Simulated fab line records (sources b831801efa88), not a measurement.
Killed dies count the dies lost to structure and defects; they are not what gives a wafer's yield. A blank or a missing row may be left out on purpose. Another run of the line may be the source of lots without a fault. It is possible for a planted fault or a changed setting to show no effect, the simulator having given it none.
One fault through the eyes of 2 desks || flow sky130 || each desk has only its own numbers; what lay behind them comes last

== FROM THE METROLOGY DESK ==
Lot by lot, what the gauges showed, no matter which tool ran the lot: averages of those sampled wafers that carry a number. A lot is out of limits, marked OUT, if its mean lies more than 4 standard deviations from the usual mean; the brackets give that distance.
Columns: A = NWELL_RS at SKY_NWELL_RS_MEAS_29, usual 624.5 ohm/sq; B = cdNm at SKY_VT_ADJUST_NCORE_CD_MEAS_07, usual 380.4 nm; C = VT_ADJUST_NCORE_TW at SKY_VT_ADJUST_NCORE_TW_MEAS_11, usual 218.3; D = SONOS_ONO_CVD_02_THK at SKY_SONOS_ONO_THK_MEAS_03, usual 10.50 nm
{"lot": "L825", "first seen here": "day 5 18:52", "A": 627.5, "B": 376.3, "C": 217.4, "D": 10.62}
{"lot": "L828", "first seen here": "day 6 10:46", "A": 624.6, "B": 375.3, "C": 217.6, "D": 10.58}
{"lot": "L829", "first seen here": "day 6 15:02", "A": 625.2, "B": 377.6, "C": 217.1, "D": 10.48}
{"lot": "L833", "first seen here": "day 7 16:34", "A": 622.4, "B": 380.0, "C": 218.8, "D": 10.63}
{"lot": "L835", "first seen here": "day 8 04:26", "A": 626.6, "B": 382.4, "C": 217.9, "D": 10.51}
{"lot": "L836", "first seen here": "day 8 11:28", "A": 625.3, "B": 378.9, "C": 217.3, "D": 10.36}
{"lot": "L839", "first seen here": "day 9 04:55", "A": 623.7, "B": 382.8, "C": 222.2, "D": 10.48}
{"lot": "L841", "first seen here": "day 9 15:36", "A": 625.1, "B": 386.4, "C": 217.8, "D": 10.44}
{"lot": "L842", "first seen here": "day 9 20:41", "A": 626.1, "B": 379.0, "C": "200.7 (-11) OUT", "D": 10.48}
{"lot": "L844", "first seen here": "day 10 10:13", "A": 622.1, "B": 381.5, "C": "200.3 (-11) OUT", "D": 10.46}
{"lot": "L845", "first seen here": "day 10 21:00", "A": 624.4, "B": 380.1, "C": 217.6, "D": 10.53}
{"lot": "L846", "first seen here": "day 11 00:31", "A": 624.2, "B": 383.6, "C": 218.5, "D": 10.46}
{"lot": "L847", "first seen here": "day 11 08:03", "A": 623.9, "B": 382.3, "C": 221.3, "D": 10.68}
Finding of this desk: L842, L844 out of limits, first seen on L842 at day 13 21:21 (VT_ADJUST_NCORE_TW at SKY_VT_ADJUST_NCORE_TW_MEAS_11). L825, L828, L829, L833, L835, L836, L839, L841, L845, L846, L847 stayed within limits.

== AT THE TOOL OWNER'S DESK: implanter-01 ==
For each lot that ran on this tool, the mean over its sampled wafers that have a number, from the tool's own readings at SKY_VT_ADJUST_NCORE_IMPLANT_09. A lot is out of limits, marked OUT, if its mean lies more than 4 standard deviations from the usual mean; the brackets give that distance.
Columns: A = beamEnergyKeV at SKY_VT_ADJUST_NCORE_IMPLANT_09, usual 10.001; B = doseIonsCm2 at SKY_VT_ADJUST_NCORE_IMPLANT_09, usual 2.4e+12
{"lot": "L825", "first seen here": "day 9 03:02", "A": 10.002, "B": 2.4e+12}
{"lot": "L829", "first seen here": "day 10 02:21", "A": 10.004, "B": 2.4e+12}
{"lot": "L835", "first seen here": "day 11 22:46", "A": 10.001, "B": 2.4e+12}
{"lot": "L836", "first seen here": "day 12 06:07", "A": 9.997, "B": 2.4e+12}
{"lot": "L841", "first seen here": "day 13 14:26", "A": 9.999, "B": 2.4e+12}
{"lot": "L842", "first seen here": "day 13 21:06", "A": "6.960 (-99 or more) OUT", "B": 2.4e+12}
{"lot": "L844", "first seen here": "day 14 12:40", "A": "6.956 (-99 or more) OUT", "B": 2.4e+12}
Finding of this desk: L842, L844 out of limits; the first was L842 at day 13 21:06, on beamEnergyKeV at SKY_VT_ADJUST_NCORE_IMPLANT_09. L825, L829, L835, L836, L841 stayed within limits.

== BROUGHT TOGETHER ==
At day 13 21:06, on L842, L844, the tool owner's desk was in a position to raise an alarm.
On L842, L844, the metrology desk was in a position to raise an alarm at day 13 21:21.
Every lot named ran SKY_VT_ADJUST_NCORE_IMPLANT_09 on implanter-01.

== WHAT HAD BEEN PUT IN BY THE SIMULATOR ==
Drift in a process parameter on implanter-01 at SKY_VT_ADJUST_NCORE_IMPLANT_09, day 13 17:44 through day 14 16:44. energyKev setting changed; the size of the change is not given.
Struck lots among those shown: L842, L844.
Delay (hours) between the fault's onset and each desk's first out-of-limits reading: 3 at the tool owner's desk, 4 at the metrology desk.
